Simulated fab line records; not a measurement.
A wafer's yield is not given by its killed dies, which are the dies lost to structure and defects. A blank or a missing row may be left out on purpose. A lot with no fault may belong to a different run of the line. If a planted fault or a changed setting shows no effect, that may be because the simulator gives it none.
Struck lot and sound lot, side by side | flow gf180mcu | 27 steps out of a route of 602
Sound: wafers L688.4, L688.5, L688.6. Wafers L690.2, L690.3, L690.5 were the ones struck. The cause is named last.
Each step with rows lists, per side, the tool, then ch with its chambers, then its first start. Under that, the readings that differ: sound wafers | struck wafers | difference of the means | sigmas: that difference in standard deviations of wafers without a fault.
alike: same words and numbers on both sides, and readings whose means sit less than 2 such deviations apart. not compared: any withheld reading, any reading some wafer has no value for, any bound like >300 that may hide the same value, and any number with overlapping values for which the record gives no deviation.
The two part at a step that has a row with sigmas, a row that says differs or no value, or rows on one side only. Non-overlapping numbers with no deviation appear without sigmas and do not part them. A reading missing from all wafers of one side parts the sides only when that side holds two or more wafers.

GF_HV_LDD_ETCHBACK_58: etches Si3N4 in CH3F/O2, stops on SiO2, time 100 s, target depth 90 nm.
  sound on rie-diel-02 ch 1,2, day 14 03:57; struck on rie-diel-03 ch 0,1,3, day 14 20:33
  alike: ch3f-flow-sccm, drypump-motor-current-A, oes-product-au, throttle-valve-pct
  not compared: rf-hours-counter-h
then, 7 steps without rows for these wafers: GF_NSD_DEHYDRATE_00 (time 60 s); GF_NSD_HMDS_01 (prime time 60 s); GF_NSD_COAT_02 (resist thk 1000 nm); GF_NSD_SOFTBAKE_03 (time 60 s); GF_NSD_EXPOSE_04 (exposes mask Nplus, target cd 400 nm); GF_NSD_PEB_05; GF_NSD_DEVELOP_06 (develop time 60 s).
GF_NSD_CD_MEAS_07 targets a cd of 400 nm.
  sound: cd-sem-01 at day 15 00:55; struck: cd-sem-01 at day 15 17:53
  alike: cd-nm
GF_NSD_OVL_MEAS_08:
  sound: overlay-01 at day 15 00:59; struck: overlay-02 at day 15 17:59
  alike: NSD_OVL
then, 2 steps without rows for these wafers: GF_NSD_IMPLANT_09; GF_NSD_IMPLANT_10.
GF_NSD_STRIP_11: strips in O2/N2.
  sound on plasma-asher-04 ch 0,1, day 15 01:21; struck on plasma-asher-04 ch 0,1, day 15 18:19
  no value came back on the struck wafers for any of 7 readings (chamber-pressure-mTorr (mTorr), drypump-motor-current-A (A) and others); on the sound wafers chamber-pressure-mTorr (mTorr) reads 1501 1499 1501
  reading                                  | sound | struck          | difference | sigmas
  model.NOVOLAK_of_NSD_COAT_02.thk-nm (nm) | 0 0 0 | 1001 1002 999.3 | +1001      |
  not compared: rf-hours-counter-h
GF_NSD_TW_MEAS_12:
  sound: film-metro-03 at day 15 01:26; struck: film-metro-03 at day 15 18:25
  alike: NSD_TW
then, 7 steps without rows for these wafers: GF_PSD_DEHYDRATE_00 (time 60 s); GF_PSD_HMDS_01 (prime time 60 s); GF_PSD_COAT_02 (resist thk 1000 nm); GF_PSD_SOFTBAKE_03 (time 60 s); GF_PSD_EXPOSE_04 (exposes mask Pplus, target cd 400 nm); GF_PSD_PEB_05; GF_PSD_DEVELOP_06 (develop time 60 s).
GF_PSD_CD_MEAS_07 targets a cd of 400 nm.
  sound: cd-sem-02 at day 15 23:11; struck: cd-sem-02 at day 16 16:32
  alike: cd-nm
GF_PSD_OVL_MEAS_08:
  sound: overlay-02 at day 15 23:16; struck: overlay-02 at day 16 16:38
  alike: PSD_OVL
then, 1 step without rows for these wafers: GF_PSD_IMPLANT_09.
GF_PSD_STRIP_10: strips in O2/N2.
  sound on plasma-asher-03 ch 0,1, day 15 23:28; struck on plasma-asher-03 ch 0,1, day 16 16:49
  reading                      | sound             | struck            | difference | sigmas
  oes-product-au (a.u.)        | 0.596 0.588 0.593 | 0.663 0.665 0.655 | +0.069     | +15
  strip-time-to-endpoint-s (s) | 16.55 16.53 16.51 | 31.45 31.49 31.44 | +14.93     | +99 or more
  alike: chamber-pressure-mTorr, drypump-motor-current-A, heater-power-w, n2-flow-sccm, platen-temp-c
  not compared: rf-hours-counter-h
GF_PSD_TW_MEAS_11:
  sound: film-metro-02 at day 15 23:34; struck: film-metro-01 at day 16 17:09
  reading | sound          | struck   | difference | sigmas
  PSD_TW  | 3145 3136 3151 | 30 31 30 | -3114      | -97
  not compared: hold
GF_PASSIVATION_PROBE_99:
  sound wafers here have rows in the record (prober-02, day 30 13:53); struck ones have none

## WHERE THEY PART
Last at GF_PASSIVATION_PROBE_99 as far as this record goes, first at GF_NSD_STRIP_11.

WHY: whatever the simulator had introduced
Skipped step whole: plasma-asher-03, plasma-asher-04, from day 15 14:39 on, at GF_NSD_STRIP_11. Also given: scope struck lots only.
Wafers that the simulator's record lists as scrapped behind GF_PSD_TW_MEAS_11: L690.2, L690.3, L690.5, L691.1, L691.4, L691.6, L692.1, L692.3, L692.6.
